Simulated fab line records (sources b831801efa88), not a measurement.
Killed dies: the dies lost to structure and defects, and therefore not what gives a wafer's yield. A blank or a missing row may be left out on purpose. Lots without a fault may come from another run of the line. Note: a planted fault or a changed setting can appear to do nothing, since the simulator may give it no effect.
One fault through the eyes of 2 desks -- flow gf180mcu -- each desk has only its own numbers; what lay behind them comes last

## FOR THE TOOL OWNER'S DESK: hdpcvd-02
The tool's own readings at GF_V5_CVD_00 (deposits SiO2, target thk 300 nm, time 50 s): means of the sampled wafers that have a number, for each lot that ran on this tool. The brackets show how far a lot's mean lies from the usual mean; more than 4 standard deviations puts the lot out of limits, marked OUT.
Columns: A = sih4_flow_sccm at GF_V5_CVD_00, usual 60.00 sccm
lot,first seen here,A
L461,day 26 13:04,59.96
L462,day 27 04:01,60.34
L464,day 27 18:05,60.19
L472,day 30 02:32,48.03 (-63) OUT
L473,day 30 12:07,47.91 (-64) OUT
Finding of this desk: L472, L473 out of limits; the first was L472 at day 30 02:32, on sih4_flow_sccm at GF_V5_CVD_00. Within limits: L461, L462, L464.

## AT THE METROLOGY DESK
Lot by lot, what the gauges showed, no matter which tool ran the lot: averages of those sampled wafers that carry a number. The brackets show how far a lot's mean lies from the usual mean; more than 4 standard deviations puts the lot out of limits, marked OUT.
Columns: A = M5_OVL at GF_M5_OVL_MEAS_08, usual 3 nm; B = V5_CVD_00_THK at GF_V5_THK_MEAS_01, usual 298 nm; C = cd_nm at GF_V5_CD_MEAS_14, usual 260.0 nm
lot,first seen here,A,B,C
L461,day 26 12:21,7,300,258.9
L462,day 27 03:18,9,302,262.3
L463,day 27 08:57,15,296,260.5
L464,day 27 17:15,-4,298,258.0
L465,day 27 22:16,1,299,259.9
L467,day 28 13:59,10,295,259.9
L472,day 30 01:40,6,238 (-19) OUT,260.7
L473,day 30 11:24,1,243 (-18) OUT,259.6
L474,day 30 18:40,-2,297,258.8
L476,day 31 06:20,-1,294,259.0
L480,day 32 05:37,3,294,262.0
L481,day 32 11:56,0,299,258.2
Finding of this desk: L472, L473 out of limits, first seen on L472 at day 30 02:36 (V5_CVD_00_THK at GF_V5_THK_MEAS_01). Within limits: L461, L462, L463, L464, L465, L467, L474, L476, L480, L481.

## ALL TOGETHER
An alarm could have come from the tool owner's desk at day 30 02:32, on L472, L473.
The metrology desk could have raised an alarm at day 30 02:36, on L472, L473.
GF_V5_CVD_00 was run on hdpcvd-02 by each of the lots named.

## WHAT THE SIMULATOR HAD PUT IN
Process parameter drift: hdpcvd-02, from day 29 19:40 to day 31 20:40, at GF_V5_CVD_00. A move of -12 in setting sih4_flow_sccm, from 60. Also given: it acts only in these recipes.
Struck lots among those shown: L472, L473.
Delay (hours) between the fault's onset and each desk's first out-of-limits reading: 7 at the tool owner's desk, 7 at the metrology desk.
